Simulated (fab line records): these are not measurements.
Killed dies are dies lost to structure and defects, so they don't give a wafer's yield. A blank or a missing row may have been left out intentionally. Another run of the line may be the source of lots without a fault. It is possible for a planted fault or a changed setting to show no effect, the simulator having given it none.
2 desks looking at one fault :: flow gf180mcu :: numbers are kept per desk, each desk with only its own; the story behind them comes last

## TOOL OWNER'S DESK, rieSi-01
The tool's own readings at GF_STI_ETCH_14 (etches Si in HBr/Cl2/O2, target depth 360 nm, time 102.9 s): means of the sampled wafers that have a number, for each lot that ran on this tool. The brackets show how far a lot's mean lies from the usual mean; more than 4 standard deviations puts the lot out of limits, marked OUT.
Columns: A = drypumpMotorCurrentA at GF_STI_ETCH_14, usual 5.7 A; B = oesProductAu at GF_STI_ETCH_14, usual 1.003 a.u.; C = rfFwdPowerW at GF_STI_ETCH_14, usual 596.4 W; D = throttleValvePct at GF_STI_ETCH_14, usual 25.654 %
lot: L377
first seen here: day 2 01:26
A: 5.9
B: 1.003
C: 597.2
D: 25.652

lot: L382
first seen here: day 3 03:08
A: 5.8
B: 1.005
C: 598.2
D: 25.661

lot: L383
first seen here: day 3 08:17
A: 6.1
B: 1.014
C: 596.9
D: 25.641

lot: L384
first seen here: day 3 13:20
A: 5.7
B: 0.950 (-4.8) OUT
C: 502.2 (-47) OUT
D: 25.686

lot: L385
first seen here: day 3 18:50
A: 5.7
B: 0.959
C: 499.9 (-48) OUT
D: 25.682

lot: L388
first seen here: day 4 12:05
A: 5.8
B: 0.954 (-4.5) OUT
C: 501.3 (-48) OUT
D: 25.684

lot: L399
first seen here: day 6 19:47
A: 5.8
B: 1.011
C: 597.2
D: 25.643

lot: L400
first seen here: day 7 00:35
A: 6.1
B: 1.016
C: 596.2
D: 25.652
This desk's verdict: out of limits on L384, L385, L388, starting with L384 at day 3 13:20 (oesProductAu at GF_STI_ETCH_14). Within limits: L377, L382, L383, L399, L400.

## THE METROLOGY DESK
What the gauges read for every lot (on any tool): the sampled wafers with a number, averaged. The brackets show how far a lot's mean lies from the usual mean; more than 4 standard deviations puts the lot out of limits, marked OUT.
Columns: A = MVSD_TW at GF_MVSD_TW_MEAS_11, usual 1572; B = CONTACT_OVL at GF_CONTACT_OVL_MEAS_15, usual 1 nm
lot: L377
first seen here: day 4 11:38
A: 1550
B: 3

lot: L378
first seen here: day 4 17:43
A: 1567
B: 2

lot: L379
first seen here: day 4 21:52
A: 1589
B: 0

lot: L380
first seen here: day 5 02:38
A: 1553
B: -8

lot: L382
first seen here: day 5 14:51
A: 1572
B: 5

lot: L383
first seen here: day 5 20:44
A: 1551
B: -6

lot: L384
first seen here: day 6 03:16
A: 1557
B: 7

lot: L385
first seen here: day 6 15:32
A: 1564
B: 4

lot: L388
first seen here: day 7 07:30
A: 1582
B: 1

lot: L389
first seen here: day 7 11:18
A: 1586
B: -3

lot: L393
first seen here: day 8 08:42
A: 1586
B: -3

lot: L395
first seen here: day 8 21:26
A: 1584
B: -0

lot: L399
first seen here: day 9 19:58
A: 1585
B: -6

lot: L400
first seen here: day 10 00:44
A: 1563
B: 3
Finding of this desk: none of the 14 lots has anything out of limits.

## TAKEN TOGETHER
At day 3 13:20, on L384, L385, L388, the tool owner's desk was in a position to raise an alarm.
From the metrology desk's view, nothing was out of limits.
The metrology desk has L384, L385, L388 on record, within its limits.
All the named lots went through GF_STI_ETCH_14 on rieSi-01.

## WHAT THE SIMULATOR PUT IN
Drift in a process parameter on rieSi-01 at GF_STI_ETCH_14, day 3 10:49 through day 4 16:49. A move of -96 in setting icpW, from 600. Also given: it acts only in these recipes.
Shown lots that were struck: L384, L385, L388.
How many hours passed from the start of the fault until each desk's first out-of-limits reading: the tool owner's desk, 3.
